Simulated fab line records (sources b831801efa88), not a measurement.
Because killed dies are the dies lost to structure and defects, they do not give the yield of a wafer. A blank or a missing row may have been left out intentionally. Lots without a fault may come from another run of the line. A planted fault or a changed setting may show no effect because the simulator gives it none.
Chamber matching	flow gf180mcu	GF_V1_CMP_26 on cmp-01: 4 sister chambers
The step polishes, stops on SiO2, t overpolish 15 s, target thk 0 nm. 4 wafers are shown with their chamber, then 12 later ones without.

EACH WAFER AND ITS CHAMBER
wafer	chamber	motor_current_A (A)
L088.3	1	11.8
L090.1	2	11.2
L090.2	3	9.0
L090.3	0	9.1

WAFERS MISSING THEIR CHAMBER
wafer	motor_current_A (A)
L092.3	9.1
L092.4	11.5
L092.6	12.4
L093.2	11.1
L093.3	12.0
L093.4	8.9
L095.1	12.3
L095.3	11.5
L095.5	11.6
L097.3	11.7
L097.4	11.5
L097.5	11.6

EACH ONE'S CHAMBER
wafer	from the rows above	in truth
L092.3	can't be placed: 0 or 3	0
L092.4	can't be placed: 1 or 2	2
L092.6	1	1
L093.2	2	2
L093.3	1	1
L093.4	can't be placed: 3 or 0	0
L095.1	1	1
L095.3	can't be placed: 1 or 2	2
L095.5	can't be placed: 1 or 2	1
L097.3	can't be placed: 1 or 2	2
L097.4	can't be placed: 1 or 2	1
L097.5	can't be placed: 1 or 2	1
Placed correctly: 4 of 12. From these rows, 8 cannot be placed; in 8 the true chamber is one of the candidates. Number placed wrongly: 0.
How it was worked out, from the rows above alone: a wafer's distance from a chamber is the root of the sum, over the readings, of the square of ((its reading less the chamber's mean) divided by the reading's scatter). If the next closest chamber is less than 2 further off than the closest, the wafer can't be placed; otherwise it belongs to the closest. The mean given for a chamber averages the wafers shown for that chamber. The scatter: with one shown wafer a chamber, the root of the mean of the squares of how far each hidden wafer lies from its nearest shown one.
